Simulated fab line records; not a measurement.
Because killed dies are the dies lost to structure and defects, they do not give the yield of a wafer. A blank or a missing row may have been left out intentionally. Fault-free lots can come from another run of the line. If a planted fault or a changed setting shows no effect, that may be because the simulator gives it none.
Code-filled problem report in 8D (eight disciplines) form | flow sfq-line | the parts of the form that need people (team, actions taken, sign-off) are left out

## 1. THE ISSUE
Mean of time-to-endpoint-s at SFQ_TRILAYER_I3_CMP_CMP_082: 183 s across 3 wafers in 2 lots; on wafers with no fault it is 217 s (standard deviation 6.5). That puts it -5.3 standard deviations away from the usual mean.
The step: polishes SiO2.
First observed at day 54 02:40: wafer L488.3, on cmp-01. The record holds 42 wafers of 14 lots with a number at this step. Rule for "out" (also "out of limits"): further than 4 standard deviations from the usual mean. Any other wafer with a number is counted as sound.

## 2. WHAT IT IS, AND WHAT IT ISN'T
question                    | is                     | is not
which readings at this step | time-to-endpoint-s     | head-pressure-psi, motor-current-A
which lots                  | L488, L493             | L473, L474, L476, L477, L478, L480, L482, L484, L485, L490, L494, L495
which wafers of those lots  | L488.3, L488.5, L493.4 | L488.6, L493.2, L493.3
read on which tools         | cmp-01                 | cmp-02
when                        | from day 54 02:40      | up to then (27 sound wafers); but 12 sound wafers of L488, L490, L493, L494, L495 came after

## 3. THE SUSPECTS, EACH WITH WHAT RULES IT OUT
Counting: any tool at a process step up to the reading remains a suspect provided it ran every lot that is out. Sound lots after the first of them don't rule it out here, since some wafers of a struck lot are sound.
- cmp-01 at SFQ_TRILAYER_I3_CMP_CMP_082 (polishes SiO2): kept. Every lot that is out went through it, the first being L488 (day 54 02:40); the last sound lot it ran before that was L482 (day 51 09:38). Out on those wafers are its own readings of time-to-endpoint-s.
- In cmp-01 at SFQ_TRILAYER_I3_CMP_CMP_082, the wafers that are out were processed in chamber 1 and their sound lot-mates in chambers 2, 3.
Left after counting: cmp-01 at SFQ_TRILAYER_I3_CMP_CMP_082.

## 4. THE CAUSE (what the simulator had put in)
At SFQ_TRILAYER_I3_CMP_CMP_082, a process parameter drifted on cmp-01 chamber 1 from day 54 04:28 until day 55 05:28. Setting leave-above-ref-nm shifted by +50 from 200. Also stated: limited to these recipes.
Counting left only this tool.

## 5. SEQUENCE OF EFFECTS, ordered by route
Each row: a reading where the mean over the struck wafers with a number is more than 3 standard deviations away from the usual. Readings are gone through only where the record gives a usual standard deviation; hours: the median, over the lots, of the time from a lot's start at the first step in this table giving one to that lot's start at this step; sigmas: the change measured in usual standard deviations.
hours | step                                  | reading            | usual      | on struck wafers | change | sigmas
0     | SFQ_TRILAYER_I3_CMP_CMP_082           | time-to-endpoint-s | 217 s      | 183              | -34    | -5.3
3     | SFQ_TRILAYER_I3_METRO_MEASURE_083     | thk-nm             | 200.3 nm   | 250.9            | +50.6  | +52
149   | SFQ_TRILAYER_I3_VIA_ETCH_VIA_ETCH_088 | oes-product-au     | 0.855 a.u. | 0.972            | +0.117 | +22
Its process steps:
- SFQ_TRILAYER_I3_CMP_CMP_082: polishes SiO2.
- SFQ_TRILAYER_I3_METRO_MEASURE_083
- SFQ_TRILAYER_I3_VIA_ETCH_VIA_ETCH_088: etches SiO2 in CHF3, stops on Nb, target depth 260 nm.
Later measuring or inspecting steps at which every struck wafer that the step has a row for has a number for every such reading, and none has moved that far: SFQ_I3_OVL_MEAS_923.

## 6. WHAT WOULD HAVE CAUGHT IT SOONER
In this record the first reading out of limits was taken at day 54 02:40.
